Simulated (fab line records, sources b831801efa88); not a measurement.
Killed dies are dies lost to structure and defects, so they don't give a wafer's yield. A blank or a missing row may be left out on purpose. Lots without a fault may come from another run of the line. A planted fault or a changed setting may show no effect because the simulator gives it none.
A struck lot beside a sound one | flow gf180mcu | 15 steps out of a route of 602
Sound: wafers L648.2, L648.3, L648.5. Struck: wafers L657.4, L657.5, L657.6. The cause comes at the end.
At each step with rows: each side's tool, then ch and its chambers, then its first start. Under that, the readings that differ: sound wafers | struck wafers | difference of the means | sigmas: that difference in standard deviations of wafers without a fault.
alike: readings whose means differ by less than 2 such deviations, and words and numbers that are the same on both sides. not compared: withheld readings, readings that some wafer has no value for, bounds like >300 that may hide the same value, and numbers for which the record gives no deviation and whose values overlap.
The two part at a step that has a row with sigmas, a row that says differs or no value, or rows on one side only. Numbers that don't overlap but have no deviation are shown without sigmas and don't part them. A reading that every wafer of one side lacks parts them only if that side has two wafers or more.

GF_V3_BOW_MEAS_05:
  sound on film_metro-02, day 24 11:48; struck on film_metro-01, day 27 19:59
  alike: V3_BOW
then, 8 steps without rows for these wafers: GF_V3_DEHYDRATE_06 (time 60 s); GF_V3_HMDS_07 (prime time 60 s); GF_V3_COAT_08; GF_V3_COAT_09 (resist thk 1000 nm); GF_V3_SOFTBAKE_10 (time 57.84 s); GF_V3_EXPOSE_11 (exposes mask Via3, target cd 260 nm); GF_V3_PEB_12 (peb time 90 s); GF_V3_DEVELOP_13 (develop time 60 s).
GF_V3_CD_MEAS_14: target cd 260 nm.
  sound on cd_sem-02, day 25 09:11; struck on cd_sem-01, day 28 15:26
  reading    | sound             | struck            | difference | sigmas
  cd_nm (nm) | 260.2 260.8 260.4 | 258.6 258.3 257.6 | -2.3       | -2
GF_V3_OVL_MEAS_15:
  sound on overlay-02, day 25 09:18; struck on overlay-02, day 28 15:31
  alike: V3_OVL
GF_V3_ETCH_16: etches BARC in N2/H2.
  sound on rie_diel-04 ch 1,2, day 25 09:20; struck on rie_diel-04 ch 2,3, day 28 15:32
  reading    | sound          | struck            | difference | sigmas
  bias_w (W) | 99.4 99.9 99.7 | 100.4 100.5 100.4 | +0.8       | +2
  alike: chamber_pressure_mTorr, drypump_motor_current_A, oes_product_au, throttle_valve_pct
GF_V3_ETCH_17: etches SiO2 in C4F8/O2/Ar, stops on TiN, target depth 635 nm.
  sound on rie_diel-04 ch 1,2, day 25 09:00; struck on rie_diel-04 ch 2,3, day 28 15:00
  no value came back on the struck wafers for bias_w (W), chamber_pressure_mTorr (mTorr), oes_product_au (a.u.); on the sound wafers bias_w (W) reads 1198 1201 1203
  reading             | sound             | struck            | difference | sigmas
  model.V3.cd_nm (nm) | 259.9 260.8 259.9 | 258.1 258.4 257.1 | -2.3       |
GF_V3_STRIP_18: strips in O2/N2.
  sound on plasma_asher-01 ch 0,1, day 25 09:28; struck on plasma_asher-02 ch 0,1, day 28 15:42
  reading               | sound             | struck            | difference | sigmas
  heater_power_w (W)    | 342 336 340       | 411 408 394       | +65        | +2
  oes_product_au (a.u.) | 0.597 0.594 0.592 | 0.665 0.667 0.672 | +0.074     | +15
  alike: drypump_motor_current_A
  not compared: rf_hours_counter_h
then, 1 step without rows for these wafers: GF_V3_STRIP_19 (strips in post etch residue remover, time 1200 s).

WHERE THEY PART
First at GF_V3_CD_MEAS_14; last, within this record, at GF_V3_STRIP_18.

WHY: what the simulator had put in
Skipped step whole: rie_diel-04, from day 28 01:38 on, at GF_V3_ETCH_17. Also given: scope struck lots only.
